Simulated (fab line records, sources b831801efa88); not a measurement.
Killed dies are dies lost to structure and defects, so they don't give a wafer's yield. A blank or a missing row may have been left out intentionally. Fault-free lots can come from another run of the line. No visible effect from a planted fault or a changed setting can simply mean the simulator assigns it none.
Matching of chambers | flow gf180mcu | 3 sister chambers for GF_PASSIVATION_CVD_00 on pecvd-04
The step deposits SiO2 from TEOS, target thk 1000 nm, time 111.95 s. 6 wafers are shown with their chamber, then 7 later ones without.

## WAFERS WITH THEIR CHAMBER
wafer  | chamber | heater_power_outer_w (W) | heater_power_w (W)
L985.3 | 0       | 453                      | 795
L991.3 | 1       | 380                      | 724
L991.4 | 2       | 326                      | 564
L991.5 | 0       | 443                      | 795
L992.1 | 1       | 353                      | 680
L992.3 | 2       | 377                      | 640

## WAFERS WITHOUT THEIR CHAMBER
wafer  | heater_power_outer_w (W) | heater_power_w (W)
L992.6 | 403                      | 728
L101.1 | 330                      | 660
L101.4 | 324                      | 574
L101.5 | 338                      | 645
L102.2 | 383                      | 714
L102.3 | 410                      | 734
L102.4 | 404                      | 659

## WHICH CHAMBER EACH ONE RAN IN
wafer  | from the rows above     | in truth
L992.6 | can't be placed: 1 or 0 | 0
L101.1 | can't be placed: 2 or 1 | 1
L101.4 | 2                       | 2
L101.5 | can't be placed: 2 or 1 | 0
L102.2 | 1                       | 1
L102.3 | can't be placed: 1 or 0 | 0
L102.4 | can't be placed: 1 or 2 | 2
Correct placement for 2 of the 7. Can't be placed from these rows: 5 (the true chamber is among the candidates in 4). Placed wrongly: 0.
How it was worked out, from the rows above alone: a wafer's distance from a chamber is the root of the sum, over the readings, of the square of ((its reading less the chamber's mean) divided by the reading's scatter). The wafer belongs to the nearest chamber; if the next one is less than 2 further off, it can't be placed. For every chamber, the mean is computed from those of its wafers that are shown. The scatter is the square root of a quotient: the sum, over the shown wafers, of each reading's squared deviation from its chamber's mean, divided by wafers minus chambers.
